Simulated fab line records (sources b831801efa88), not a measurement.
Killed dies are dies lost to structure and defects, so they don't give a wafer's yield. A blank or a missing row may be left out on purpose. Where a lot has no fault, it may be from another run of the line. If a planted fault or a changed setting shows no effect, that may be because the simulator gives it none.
Problem report in the 8D (eight disciplines) form, filled by code -- flow sfq_line -- the parts of the form that need people (team, actions taken, sign-off) are left out

## 1. THE ISSUE
A mean of 576.2 W is read at SFQ_TRILAYER_I5_ETCH_VIA_ETCH_147 for rf_fwd_power_W, taken on 1 wafer of 1 lot, against 498.1 W (standard deviation 1.5) on wafers free of any fault. Measured from the usual mean, that is +52 standard deviations.
The step: etches the open film in CHF3, stops on Nb, target depth 360 nm.
Earliest sighting: wafer L730.2 on rie_diel-03 at day 68 20:37. Wafers with a number at this step in the record: 39, from 13 lots. Rule for "out" (also "out of limits"): further than 4 standard deviations from the usual mean. The rest of the wafers with a number are treated as sound.

## 2. WHAT IT IS, AND WHAT IT ISN'T
question,is,is not
which readings at this step,rf_fwd_power_W,"drypump_motor_current_A, oes_product_au"
which lots,L730,"L721, L722, L723, L724, L725, L731, L732, L733, L735, L737, L740, L742"
which wafers of those lots,L730.2,"L730.3, L730.6"
read on which tools,rie_diel-03,"rie_diel-01, rie_diel-02"
when,from day 68 20:37,"up to then (17 sound wafers); but 21 sound wafers of L731, L732, L733, L735, L737, L740, L742 came after"

## 3. THE SUSPECTS, EACH WITH WHAT RULES IT OUT
Counting: a tool at a process step up to the reading stays a suspect if it ran every lot that is out. Sound lots after the first of them don't rule it out here, since some wafers of a struck lot are sound.
- rie_diel-03 at SFQ_TRILAYER_I5_ETCH_VIA_ETCH_147 (etches the open film in CHF3, stops on Nb, target depth 360 nm): kept. It ran the lot that is out, L730 (day 68 20:37); its last sound lot up to then is L725 (day 67 22:10). Its own readings are out on those wafers: rf_fwd_power_W.
- At SFQ_TRILAYER_I5_ETCH_VIA_ETCH_147, inside rie_diel-03: chamber 0 took the wafers that are out, while their sound lot-mates went through chambers 2, 3.
Left after counting: rie_diel-03 at SFQ_TRILAYER_I5_ETCH_VIA_ETCH_147.

## 4. THE CAUSE (what the simulator had put in)
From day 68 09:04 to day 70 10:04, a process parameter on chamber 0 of rie_diel-03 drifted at SFQ_TRILAYER_I5_ETCH_VIA_ETCH_147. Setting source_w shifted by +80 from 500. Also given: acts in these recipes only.
Only this tool survived the counting.

## 5. THE EFFECT CHAIN, in route order
Each row: a reading where the mean over the struck wafers with a number is more than 3 standard deviations away from the usual. Only readings for which the record gives a usual standard deviation are gone through. hours: the time from each lot's start at the first step in this table that gives one to its start at this step, as a median over the lots. sigmas: the change in usual standard deviations.
hours,step,reading,usual,on struck wafers,change,sigmas
0,SFQ_TRILAYER_I5_ETCH_VIA_ETCH_147,rf_fwd_power_W,498.1 W,576.2,+78.1,+52
The process steps in it:
- SFQ_TRILAYER_I5_ETCH_VIA_ETCH_147: etches the open film in CHF3, stops on Nb, target depth 360 nm.

## 6. HOW IT WOULD HAVE BEEN CAUGHT EARLIER
In this record the first reading out of limits was taken at day 68 20:37, 12 hours after the fault began at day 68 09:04.
